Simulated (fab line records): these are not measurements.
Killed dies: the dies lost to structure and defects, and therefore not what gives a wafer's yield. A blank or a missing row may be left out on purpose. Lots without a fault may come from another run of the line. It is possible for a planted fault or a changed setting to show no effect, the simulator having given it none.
Which tool is to blame? | flow sky130 | 15 lots, 43 wafers sampled, at 3 steps of a route of 708

WHAT THE GAUGES READ, wafer by wafer
SKY_VT_ADJUST_HVTP_OVL_MEAS_08. Usual: VT_ADJUST_HVTP_OVL gives -0.9 nm (standard deviation 1.3).
lot  | measured     | on         | VT_ADJUST_HVTP_OVL (nm) | flag
L109 | day 6 09:35  | overlay-02 | -3.2 -0.6 -2.8          |
L111 | day 6 23:51  | overlay-02 | -0.1 -2.0 -0.3          |
L112 | day 7 04:11  | overlay-02 | 1.1 0.3 0.3             |
L113 | day 7 12:47  | overlay-02 | -0.8 -2.4 -1.0          |
L114 | day 7 12:53  | overlay-01 | -1.1 -1.3 -2.1          |
L115 | day 7 21:05  | overlay-01 | -0.1 -1.5 -0.4          |
L116 | day 8 05:32  | overlay-01 | 1.0 -0.3 1.2            |
L118 | day 8 15:50  | overlay-01 | -3.1 -0.5 -1.4          |
L119 | day 8 21:23  | overlay-01 | -0.5 -0.5 -2.5          |
L120 | day 9 05:11  | overlay-02 | -0.5 1.2 1.6            |
L121 | day 9 09:17  | overlay-02 | -0.6 -1.3 -1.8          |
L124 | day 10 16:08 | overlay-01 | 0.2 0.0                 |
L125 | day 10 18:38 | overlay-01 | -1.6 -1.7 -2.7          |
L126 | day 10 20:32 | overlay-01 | 0.4 -0.3 -1.5           |
L127 | day 11 02:23 | overlay-01 | -4.0 -4.5               |

SKY_VT_ADJUST_LVTN_TW_MEAS_21. Usual: VT_ADJUST_LVTN_2_TW gives 187.8 (standard deviation 1).
lot  | measured     | on            | VT_ADJUST_LVTN_2_TW | flag
L109 | day 8 00:44  | film-metro-04 | 187.3 187.6 187.5   |
L111 | day 8 16:20  | film-metro-04 | 188.5 187.8 187.5   |
L112 | day 8 21:25  | film-metro-04 | 187.7 187.8 187.4   |
L113 | day 9 06:36  | film-metro-04 | 188.9 189.6 188.6   |
L114 | day 9 06:44  | film-metro-03 | 187.8 188.2 187.8   |
L115 | day 9 15:12  | film-metro-04 | 189.0 187.9 188.7   |
L116 | day 9 23:46  | film-metro-03 | 187.2 186.5 187.6   |
L118 | day 10 11:48 | film-metro-01 | 187.7 188.6 188.5   |
L119 | day 10 18:31 | film-metro-03 | 186.1 185.9 185.2   |
L120 | day 11 03:28 | film-metro-04 | 187.8 186.8 187.5   |
L121 | day 11 08:03 | film-metro-03 | 186.9 187.1 187.4   |
L124 | day 12 18:18 | film-metro-04 | 189.1 189.1         |
L125 | day 12 20:12 | film-metro-01 | 186.8 187.2 187.1   |
L126 | day 12 20:41 | film-metro-04 | 188.8 190.0 188.5   |
L127 | day 13 02:49 | film-metro-04 | 188.7 189.3         |

SKY_LDD_HVN_OVL_MEAS_07. Usual: LDD_HVN_OVL gives -0.2 nm (standard deviation 1.3).
lot  | measured     | on         | LDD_HVN_OVL (nm) | flag
L109 | day 20 12:56 | overlay-02 | -1.0 0.9 -2.1    |
L111 | day 21 17:55 | overlay-02 | 0.4 -1.5 -0.9    |
L112 | day 21 23:39 | overlay-02 | -0.9 -1.9 -2.2   |
L113 | day 22 14:13 | overlay-01 | -2.0 -2.7 -1.9   |
L114 | day 22 13:55 | overlay-01 | 1.6 -0.5 -1.0    |
L115 | day 22 23:54 | overlay-01 | 0.6 0.9 1.2      |
L116 | day 23 06:05 | overlay-02 | 1.7 -0.5 0.6     |
L118 | day 24 01:40 | overlay-02 | -0.7 -1.1 0.7    |
L119 | day 24 12:25 | overlay-01 | -1.4 -1.7 -0.4   |
L120 | day 24 18:18 | overlay-01 | -0.1 -0.3 -1.4   |
L121 | day 24 21:13 | overlay-02 | 0.7 -0.6 -0.5    |
L124 | day 26 17:10 | overlay-01 | 1.9 2.5          |
L125 | day 26 19:55 | overlay-02 | 0.9 -0.4 -0.8    |
L126 | day 27 02:19 | overlay-02 | 2.1 0.5 1.0      |
L127 | day 27 04:49 | overlay-02 | 1.2 1.2          |

WHICH TOOL RAN EACH LOT (tool, then ch and the chambers of the sampled wafers, then the start)
There is no process step in the record ahead of these readings.

WHAT THE TOOLS THEMSELVES READ (means of the sampled wafers that have a number; where no wafer has one, the mark that the record gives instead)
The record holds no such reading with a usual standard deviation.

THE ANSWER, worked out from the rows above alone
Rule: take the mean of a lot's wafers that have a number; if it is more than 3 standard deviations from the usual mean, the lot is off. Also off: a lot with no number at a reading for which 4 or more lots have one. The other lots that the step has rows for count as sound. After the gauges, taken in route order, come the tools' own readings; for these a lot's mean is taken, as printed above. The first step at which some lot is off is used, and at that step the reading that is off furthest; a lot without a number counts as furthest.
Across all readings shown, no lot is off: no conclusion can be drawn from this.

WHAT THE SIMULATOR HAD INSERTED
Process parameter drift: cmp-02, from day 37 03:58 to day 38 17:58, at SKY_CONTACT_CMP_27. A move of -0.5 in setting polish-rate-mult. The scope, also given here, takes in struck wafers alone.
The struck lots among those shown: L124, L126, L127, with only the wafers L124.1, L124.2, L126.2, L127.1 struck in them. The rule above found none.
